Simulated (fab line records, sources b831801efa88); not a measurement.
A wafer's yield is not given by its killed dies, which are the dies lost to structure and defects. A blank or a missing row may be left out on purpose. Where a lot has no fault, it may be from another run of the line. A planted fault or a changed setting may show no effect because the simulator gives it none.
Which tool is to blame?    flow gf180mcu    Sampling: 24 lots, 72 wafers, 5 of 602 route steps

## WHAT THE GAUGES SHOWED, per wafer
GF_PASSIVATION_THK_MEAS_01. Usual: PASSIVATION_CVD_00_THK 997 nm, standard deviation 18.
lot   measured      on             PASSIVATION_CVD_00_THK (nm)  flag
L074  day 28 10:45  film-metro-03  1021 1020 1012               
L075  day 28 11:54  film-metro-04  979 989 1006                 
L076  day 28 22:04  film-metro-03  1037 1009 1029               
L077  day 29 10:07  film-metro-04  1018 1010 1012               
L078  day 29 13:20  film-metro-03  982 999 1017                 
L079  day 29 14:24  film-metro-03  990 1012 1010                
L080  day 30 02:30  film-metro-02  1005 987 1000                
L081  day 30 08:24  film-metro-04  1016 998 1008                
L082  day 30 15:02  film-metro-04  991 977 1013                 
L083  day 30 20:24  film-metro-02  976 982 970                  
L084  day 31 03:40  film-metro-04  994 977 1013                 
L085  day 31 12:35  film-metro-02  998 1006 988                 
L086  day 31 16:09  film-metro-03  993 994 992                  
L087  day 32 04:36  film-metro-04  1000 1008 1014               
L088  day 32 06:47  film-metro-04  994 1007 1006                
L089  day 32 08:46  film-metro-02  1008 1014 1006               
L090  day 32 16:59  film-metro-04  1003 1011 977                
L091  day 32 23:09  film-metro-02  996 1011 1022                
L092  day 33 08:22  film-metro-03  999 966 969                  
L093  day 33 09:39  film-metro-02  978 1017 986                 
L094  day 33 15:22  film-metro-03  980 978 1005                 
L095  day 33 23:53  film-metro-04  1001 1018 1018               
L096  day 34 01:17  film-metro-03  960 988 988                  
L097  day 34 07:35  film-metro-04  1000 997 968                 

## TOOL THAT RAN EACH LOT (tool first, then ch and the chambers of the sampled wafers, then the start)
lot   GF_V4_ETCH_16                       GF_V4_CMP_26                   GF_V5_ETCH_16                       GF_V5_SPUTTER_21
L074  rie-diel-03 ch 1,2, day 24 17:44    cmp-02 ch 0,1,3, day 24 18:57  rie-diel-03 ch 0,1,3, day 27 12:23  pvd-sputter-01, day 27 13:10
L075  rie-diel-01 ch 2,3, day 24 19:08    cmp-01 ch 0,2,3, day 24 20:19  rie-diel-04 ch 0,1,2, day 27 13:18  pvd-sputter-03, day 27 14:04
L076  rie-diel-03 ch 1,2, day 25 06:44    cmp-02 ch 1,2, day 25 07:47    rie-diel-03 ch 2,3, day 27 23:58    pvd-sputter-03, day 28 01:00
L077  rie-diel-01 ch 1,3, day 25 17:44    cmp-01 ch 1,2, day 25 18:49    rie-diel-01 ch 0,1, day 28 11:43    pvd-sputter-04, day 28 12:26
L078  rie-diel-03 ch 2,3, day 25 22:37    cmp-01 ch 1,2,3, day 25 23:46  rie-diel-03 ch 0,3, day 28 15:36    pvd-sputter-03, day 28 16:17
L079  rie-diel-01 ch 1,2,3, day 25 23:19  cmp-02 ch 0,1,3, day 26 00:29  rie-diel-01 ch 0,2,3, day 28 16:25  pvd-sputter-03, day 28 17:07
L080  rie-diel-03 ch 1,2, day 26 13:38    cmp-01 ch 0,1,3, day 26 14:41  rie-diel-04 ch 1,2,3, day 29 04:50  pvd-sputter-01, day 29 05:32
L081  rie-diel-02 ch 0,1,2, day 26 19:02  cmp-02 ch 1,2, day 26 20:05    rie-diel-04 ch 1,2, day 29 11:35    pvd-sputter-01, day 29 12:19
L082  rie-diel-02 ch 0,1,3, day 27 01:56  cmp-02 ch 0,1,2, day 27 02:59  rie-diel-01 ch 0,1, day 29 18:10    pvd-sputter-04, day 29 18:51
L083  rie-diel-03 ch 1,2,3, day 27 08:29  cmp-02 ch 0,2,3, day 27 09:43  rie-diel-03 ch 0,2, day 29 23:14    pvd-sputter-03, day 30 00:01
L084  rie-diel-01 ch 0,2,3, day 27 16:59  cmp-01 ch 0,1,3, day 27 18:27  rie-diel-03 ch 1,2, day 30 07:07    pvd-sputter-04, day 30 07:52
L085  rie-diel-01 ch 0,1, day 28 03:02    cmp-01 ch 1,2,3, day 28 04:14  rie-diel-03 ch 0,3, day 30 16:29    pvd-sputter-04, day 30 17:11
L086  rie-diel-03 ch 0,1,3, day 28 07:01  cmp-02 ch 0,1,3, day 28 08:10  rie-diel-03 ch 0,3, day 30 19:55    pvd-sputter-01, day 30 20:36
L087  rie-diel-01 ch 0,1,2, day 28 20:16  cmp-01 ch 0,1,3, day 28 21:22  rie-diel-04 ch 0,2, day 31 08:47    pvd-sputter-01, day 31 09:28
L088  rie-diel-03 ch 0,2,3, day 29 00:19  cmp-02 ch 2,3, day 29 01:27    rie-diel-03 ch 0,1, day 31 11:20    pvd-sputter-03, day 31 12:04
L089  rie-diel-02 ch 1,2, day 29 03:05    cmp-01 ch 0,1,3, day 29 04:09  rie-diel-03 ch 0,1,3, day 31 13:11  pvd-sputter-04, day 31 13:55
L090  rie-diel-02 ch 0,1,2, day 29 12:50  cmp-02 ch 1,2,3, day 29 13:58  rie-diel-03 ch 0,1,3, day 31 21:50  pvd-sputter-01, day 31 22:32
L091  rie-diel-03 ch 1,2,3, day 29 19:07  cmp-02 ch 0,1,3, day 29 20:19  rie-diel-01 ch 0,2,3, day 32 04:07  pvd-sputter-01, day 32 04:48
L092  rie-diel-02 ch 0,1,2, day 30 05:14  cmp-01 ch 1,2,3, day 30 06:20  rie-diel-03 ch 0,1,3, day 32 13:29  pvd-sputter-04, day 32 14:10
L093  rie-diel-02 ch 0,1,2, day 30 07:28  cmp-02 ch 0,2, day 30 08:34    rie-diel-04 ch 0,1,3, day 32 15:17  pvd-sputter-01, day 32 15:58
L094  rie-diel-03 ch 0,1,2, day 30 13:47  cmp-01 ch 0,1, day 30 14:52    rie-diel-04 ch 0,1,2, day 32 21:05  pvd-sputter-01, day 32 21:48
L095  rie-diel-01 ch 0,3, day 30 23:07    cmp-01 ch 0,2,3, day 31 00:11  rie-diel-04 ch 0,1,2, day 33 05:53  pvd-sputter-01, day 33 06:35
L096  rie-diel-02 ch 0,1,2, day 31 01:56  cmp-02 ch 0,1,3, day 31 02:59  rie-diel-04 ch 0,1,3, day 33 07:52  pvd-sputter-04, day 33 08:33
L097  rie-diel-02 ch 0,2, day 31 08:05    cmp-02 ch 0,1,3, day 31 09:14  rie-diel-01 ch 0,2, day 33 13:05    pvd-sputter-04, day 33 13:49
- GF_V4_ETCH_16: etches BARC in N2/H2.
- GF_V4_CMP_26: polishes, stops on SiO2, t overpolish 15 s, target thk 0 nm.
- GF_V5_ETCH_16: etches BARC in N2/H2.
- GF_V5_SPUTTER_21: material Ti, target thk 15 nm, time 80.02 s.

## WHAT THE TOOLS THEMSELVES READ (means of the sampled wafers that have a number; where no wafer has one, the mark that the record gives instead)
GF_V4_ETCH_16. Usual: drypump-motor-current-A 5.72 A, standard deviation 0.25; oes-product-au 0.855 a.u., standard deviation 0.0049; throttle-valve-pct 13.224 %, standard deviation 0.0093.
lot   tool         drypump-motor-current-A (A)  oes-product-au (a.u.)  throttle-valve-pct (%)  flag
L074  rie-diel-03  5.73                         0.853                  13.230                  
L075  rie-diel-01  5.95                         0.854                  13.232                  
L076  rie-diel-03  5.71                         0.858                  13.224                  
L077  rie-diel-01  5.81                         0.855                  13.217                  
L078  rie-diel-03  5.43                         0.855                  13.226                  
L079  rie-diel-01  5.96                         0.853                  13.219                  
L080  rie-diel-03  5.49                         0.856                  13.221                  
L081  rie-diel-02  5.65                         0.855                  13.222                  
L082  rie-diel-02  5.53                         0.849                  13.223                  
L083  rie-diel-03  5.67                         0.859                  13.215                  
L084  rie-diel-01  5.85                         0.853                  13.219                  
L085  rie-diel-01  5.95                         0.853                  13.222                  
L086  rie-diel-03  5.87                         0.859                  13.219                  
L087  rie-diel-01  5.96                         0.853                  13.225                  
L088  rie-diel-03  5.61                         0.857                  13.219                  
L089  rie-diel-02  5.67                         0.854                  13.217                  
L090  rie-diel-02  5.67                         0.856                  13.231                  
L091  rie-diel-03  5.66                         0.856                  13.217                  
L092  rie-diel-02  5.68                         0.853                  13.232                  
L093  rie-diel-02  5.67                         0.853                  13.225                  
L094  rie-diel-03  5.67                         0.855                  13.224                  
L095  rie-diel-01  5.75                         0.854                  13.230                  
L096  rie-diel-02  5.67                         0.851                  13.227                  
L097  rie-diel-02  5.81                         0.853                  13.228                  

GF_V4_CMP_26. Usual: motor-current-A 11.4 A, standard deviation 1.2; overpolish-run-s 15.001 s, standard deviation 0.0091; time-to-endpoint-s 87 s, standard deviation 5.
lot   tool    motor-current-A (A)  overpolish-run-s (s)  time-to-endpoint-s (s)  flag
L074  cmp-02  12.6                 15.000                82                      
L075  cmp-01  10.8                 15.014                84                      
L076  cmp-02  12.3                 14.997                84                      
L077  cmp-01  11.4                 14.999                94                      
L078  cmp-01  11.3                 15.004                90                      
L079  cmp-02  12.6                 14.997                85                      
L080  cmp-01  10.5                 15.007                83                      
L081  cmp-02  11.3                 15.002                87                      
L082  cmp-02  11.8                 14.995                89                      
L083  cmp-02  11.4                 14.998                91                      
L084  cmp-01  10.5                 15.001                83                      
L085  cmp-01  10.9                 14.996                88                      
L086  cmp-02  12.5                 14.991                90                      
L087  cmp-01  10.5                 14.991                81                      
L088  cmp-02  11.6                 15.007                90                      
L089  cmp-01  10.2                 15.003                85                      
L090  cmp-02  11.8                 14.990                87                      
L091  cmp-02  12.8                 15.002                91                      
L092  cmp-01  10.7                 14.999                85                      
L093  cmp-02  11.0                 15.008                91                      
L094  cmp-01  10.2                 15.005                83                      
L095  cmp-01  10.8                 15.000                85                      
L096  cmp-02  12.6                 15.001                88                      
L097  cmp-02  12.6                 15.003                93                      

GF_V5_ETCH_16. Usual: drypump-motor-current-A 5.70 A, standard deviation 0.27; oes-product-au 0.854 a.u., standard deviation 0.0049; throttle-valve-pct 13.224 %, standard deviation 0.0095.
lot   tool         drypump-motor-current-A (A)  oes-product-au (a.u.)  throttle-valve-pct (%)  flag
L074  rie-diel-03  5.84                         0.860                  13.204                  
L075  rie-diel-04  5.49                         0.853                  13.226                  
L076  rie-diel-03  5.42                         0.853                  13.219                  
L077  rie-diel-01  5.97                         0.860                  13.230                  
L078  rie-diel-03  5.78                         0.859                  13.226                  
L079  rie-diel-01  5.84                         0.855                  13.212                  
L080  rie-diel-04  5.46                         0.850                  13.229                  
L081  rie-diel-04  5.44                         0.855                  13.224                  
L082  rie-diel-01  5.96                         0.854                  13.219                  
L083  rie-diel-03  5.42                         0.849                  13.220                  
L084  rie-diel-03  5.48                         0.855                  13.223                  
L085  rie-diel-03  5.79                         0.851                  13.219                  
L086  rie-diel-03  5.77                         0.856                  13.228                  
L087  rie-diel-04  5.65                         0.852                  13.229                  
L088  rie-diel-03  5.89                         0.852                  13.221                  
L089  rie-diel-03  5.84                         0.852                  13.220                  
L090  rie-diel-03  5.83                         0.860                  13.236                  
L091  rie-diel-01  5.85                         0.852                  13.225                  
L092  rie-diel-03  5.83                         0.851                  13.226                  
L093  rie-diel-04  5.48                         0.854                  13.229                  
L094  rie-diel-04  5.46                         0.849                  13.225                  
L095  rie-diel-04  5.45                         0.857                  13.225                  
L096  rie-diel-04  5.47                         0.851                  13.217                  
L097  rie-diel-01  5.87                         0.858                  13.224                  

GF_V5_SPUTTER_21. Usual: throttle-valve-pct 30.0 %, standard deviation 0.73.
lot   tool            throttle-valve-pct (%)  flag
L074  pvd-sputter-01  30.1                    
L075  pvd-sputter-03  30.0                    
L076  pvd-sputter-03  30.0                    
L077  pvd-sputter-04  29.5                    
L078  pvd-sputter-03  29.9                    
L079  pvd-sputter-03  29.9                    
L080  pvd-sputter-01  30.5                    
L081  pvd-sputter-01  30.3                    
L082  pvd-sputter-04  30.2                    
L083  pvd-sputter-03  29.8                    
L084  pvd-sputter-04  29.7                    
L085  pvd-sputter-04  30.4                    
L086  pvd-sputter-01  30.3                    
L087  pvd-sputter-01  29.8                    
L088  pvd-sputter-03  30.1                    
L089  pvd-sputter-04  29.3                    
L090  pvd-sputter-01  30.1                    
L091  pvd-sputter-01  30.9                    
L092  pvd-sputter-04  29.3                    
L093  pvd-sputter-01  30.2                    
L094  pvd-sputter-01  30.6                    
L095  pvd-sputter-01  30.1                    
L096  pvd-sputter-04  30.0                    
L097  pvd-sputter-04  29.8                    

## THE ANSWER, worked out from the rows above alone
Rule: lot off if the mean of its wafers having a number is beyond 3 standard deviations from the usual mean. A lot without any number at a reading at which 4 lots or more have one is off too. Any other lot the step has rows for is counted as sound. After the gauges, taken in route order, come the tools' own readings; for these a lot's mean is taken, as printed above. The first step at which some lot is off is used, and at that step the reading that is off furthest; a lot without a number counts as furthest.
Across all readings shown, no lot is off: no conclusion can be drawn from this.

## WHAT THE SIMULATOR PUT IN
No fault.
